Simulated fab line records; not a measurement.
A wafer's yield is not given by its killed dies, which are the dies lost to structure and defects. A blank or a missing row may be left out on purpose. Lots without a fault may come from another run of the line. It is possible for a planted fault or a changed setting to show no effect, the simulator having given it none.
What tool caused it? ; flow sky130 ; 39 wafers from 13 lots sampled at 5 of the route's 708 steps

WHAT THE GAUGES READ, wafer by wafer
SKY_SONOS_ONO_OVL_MEAS_14.
lot;measured;on;SONOS_ONO_OVL (nm)
L807;day 12 14:49;overlay-02;0.8 1.6 -0.2
L808;day 12 22:29;overlay-02;2.8 1.1 1.6
L812;day 14 05:35;overlay-01;-2.3 -0.9 -0.1
L813;day 15 01:04;overlay-02;0.9 2.1 -0.3
L816;day 15 19:08;overlay-02;2.6 1.9 1.5
L817;day 15 19:47;overlay-02;1.7 2.0 1.9
L821;day 17 04:38;overlay-01;-1.6 1.1 -0.2
L822;day 17 19:52;overlay-01;1.1 0.9 0.3
L825;day 18 20:40;overlay-02;2.3 2.8 2.5
L826;day 18 23:16;overlay-02;1.3 -0.1 2.1
L827;day 19 12:16;overlay-01;1.2 -0.1 0.5
L828;day 19 20:02;overlay-02;-0.8 -0.5 -1.6
L829;day 20 03:40;overlay-01;-1.8 -0.5 0.1

SKY_GATE_OXIDE_THK_MEAS_02.
lot;measured;on;GATE_OXIDE_OXIDATION_00_THK (nm)
L807;day 12 16:36;film_metro-03;10.11 10.17 10.13
L808;day 13 00:15;film_metro-04;9.89 10.08 9.97
L812;day 14 09:58;film_metro-04;10.25 10.22 10.14
L813;day 15 03:27;film_metro-04;10.39 10.29 10.22
L816;day 15 22:04;film_metro-04;8.84 8.75 8.91
L817;day 15 22:04;film_metro-03;8.93 8.97 8.82
L821;day 17 08:25;film_metro-04;10.35 10.30 10.48
L822;day 17 21:43;film_metro-04;10.06 9.87 10.13
L825;day 18 22:25;film_metro-04;10.54 10.49 10.38
L826;day 19 02:12;film_metro-03;10.24 10.30 10.31
L827;day 19 14:05;film_metro-02;10.55 10.51 10.29
L828;day 19 22:48;film_metro-04;10.15 10.30 10.31
L829;day 20 05:26;film_metro-03;10.53 10.30 10.48

SKY_POLY_GATE_OVL_MEAS_14.
lot;measured;on;POLY_GATE_OVL (nm)
L807;day 16 09:31;overlay-02;5 9 6
L808;day 16 14:52;overlay-02;13 11 9
L812;day 18 03:30;overlay-02;6 -3 0
L813;day 19 07:22;overlay-01;-6 3 -4
L816;day 19 19:35;overlay-02;-1 4 -2
L817;day 19 19:56;overlay-01;2 -4 0
L821;day 21 08:44;overlay-01;-4 5 8
L822;day 21 22:07;overlay-01;-6 -9 1
L825;day 22 23:34;overlay-01;6 1 3
L826;day 23 04:07;overlay-02;8 8 6
L827;day 23 16:11;overlay-02;2 -11 12
L828;day 24 00:07;overlay-02;2 3 9
L829;day 24 07:14;overlay-02;10 -3 13

SKY_SD_N_OVL_MEAS_08.
lot;measured;on;SD_N_OVL (nm)
L807;day 28 00:19;overlay-01;0.0 0.4 0.2
L808;day 28 03:49;overlay-02;-1.4 0.4 -1.4
L812;day 29 12:10;overlay-01;2.0 1.9 -0.2
L813;day 31 01:19;overlay-02;-0.5 -0.9 -0.4
L816;day 31 03:02;overlay-02;2.0 0.9 3.4
L817;day 31 04:16;overlay-02;1.7 3.1 1.9
L821;day 32 10:29;overlay-01;-2.0 -0.4 -1.6
L822;day 33 02:49;overlay-02;2.1 1.2 2.7
L825;day 33 18:22;overlay-02;0.6 2.2 0.0
L826;day 33 20:46;overlay-02;1.5 2.1 1.0
L827;day 34 12:28;overlay-01;0.9 0.1 -0.4
L828;day 34 15:07;overlay-02;1.1 -0.5 0.6
L829;day 34 23:04;overlay-02;-0.5 1.1 0.6

TOOL THAT RAN EACH LOT (tool first, then ch and the chambers of the sampled wafers, then the start)
lot;SKY_GATE_OXIDE_OXIDATION_01
L807;furnace-02 ch 0, day 12 15:11
L808;furnace-01 ch 0, day 12 22:50
L812;furnace-02 ch 0, day 14 08:32
L813;furnace-02 ch 0, day 15 02:02
L816;furnace-01 ch 0, day 15 20:38
L817;furnace-01 ch 0, day 15 20:38
L821;furnace-02 ch 0, day 17 06:58
L822;furnace-02 ch 0, day 17 20:19
L825;furnace-02 ch 0, day 18 21:01
L826;furnace-01 ch 0, day 19 00:47
L827;furnace-02 ch 0, day 19 12:40
L828;furnace-01 ch 0, day 19 21:23
L829;furnace-01 ch 0, day 20 04:01
- SKY_GATE_OXIDE_OXIDATION_01: stabilise 600 s, purge 300 s, target thk 10.268 nm.

WHAT THE TOOLS THEMSELVES READ (means of the sampled wafers that have a number; where no wafer has one, the mark that the record gives instead)
SKY_GATE_OXIDE_OXIDATION_01.
lot;tool;ox_temp_c (C);spike_tc_centre_C (C)
L807;furnace-02;900.2;900.2
L808;furnace-01;900.3;902.5
L812;furnace-02;899.7;900.9
L813;furnace-02;899.8;899.9
L816;furnace-01;900.4;900.9
L817;furnace-01;899.7;902.5
L821;furnace-02;900.4;899.2
L822;furnace-02;899.5;899.2
L825;furnace-02;899.8;899.4
L826;furnace-01;900.3;901.6
L827;furnace-02;899.5;899.4
L828;furnace-01;900.1;902.2
L829;furnace-01;900.3;902.0

THE ANSWER, worked out from the rows above alone
Rule: what is usual is taken from the lots themselves. The widest of any qualifying gaps counts: lots, ordered by their means at a reading, are off when they make up no more than a third of the lots, leave a main group of 4 or more, and stand apart from it by 3 or more times the standard deviation of that group's means. A main group whose means are all the same, to the digits that the tables above print for the reading, isn't used. Also off: a lot with no number at a reading for which 4 or more lots have one. All remaining lots with rows at the step are treated as sound. The gauges are gone through in route order, then the tools' own readings, and for those a lot's mean is taken as printed above. At the first step where some lot is off, the reading lying furthest off is the one used; lots without a number count as furthest.
Off: L816, L817, at SKY_GATE_OXIDE_THK_MEAS_02 (GATE_OXIDE_OXIDATION_00_THK). The main group: mean 10.26 nm, standard deviation 0.16.
A tool fits if, at a process step before that reading, it ran every lot that is off, and no sound lot after the first of them. Gauges at SKY_GATE_OXIDE_THK_MEAS_02: tried the same way as those tools. Of those tried, none fits.

WHAT THE SIMULATOR HAD INSERTED
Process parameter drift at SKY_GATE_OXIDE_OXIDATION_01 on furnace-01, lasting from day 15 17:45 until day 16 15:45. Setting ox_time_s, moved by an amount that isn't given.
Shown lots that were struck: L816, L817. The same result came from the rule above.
